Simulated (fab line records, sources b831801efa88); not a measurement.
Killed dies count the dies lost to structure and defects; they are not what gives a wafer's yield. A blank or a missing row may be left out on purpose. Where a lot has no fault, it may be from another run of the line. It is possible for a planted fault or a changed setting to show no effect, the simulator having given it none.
Chamber matching	flow gf180mcu	pecvd-02 running GF_V2_CVD_02: 3 sister chambers
The step deposits SiO2 from TEOS, target thk 850 nm, time 94.851 s. 6 wafers are shown with their chamber, then 8 later ones without.

WAFERS, EACH WITH ITS CHAMBER
wafer	chamber	heaterPowerW (W)
L082.1	1	591
L082.3	2	575
L082.4	0	689
L082.5	2	617
L082.6	1	643
L084.1	0	599

WAFERS WITH NO CHAMBER GIVEN
wafer	heaterPowerW (W)
L084.2	621
L084.5	658
L095.3	656
L095.5	656
L095.6	588
L097.2	677
L097.3	564
L097.6	593

THE CHAMBER EACH PASSED THROUGH
wafer	from the rows above	in truth
L084.2	can't be placed: 1 or 0 or 2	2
L084.5	can't be placed: 0 or 1 or 2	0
L095.3	can't be placed: 0 or 1 or 2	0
L095.5	can't be placed: 0 or 1 or 2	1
L095.6	can't be placed: 2 or 1 or 0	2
L097.2	can't be placed: 0 or 1 or 2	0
L097.3	can't be placed: 2 or 1 or 0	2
L097.6	can't be placed: 2 or 1 or 0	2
Placed correctly: 0 of 8. From these rows, 8 cannot be placed; in 8 the true chamber is one of the candidates. Number placed wrongly: 0.
How it was worked out, from the rows above alone: a wafer's distance from a chamber is the root of the sum, over the readings, of the square of ((its reading less the chamber's mean) divided by the reading's scatter). The wafer belongs to the nearest chamber; if the next one is less than 2 further off, it can't be placed. The mean given for a chamber averages the wafers shown for that chamber. The scatter is the square root of a quotient: the sum, over the shown wafers, of each reading's squared deviation from its chamber's mean, divided by wafers minus chambers.
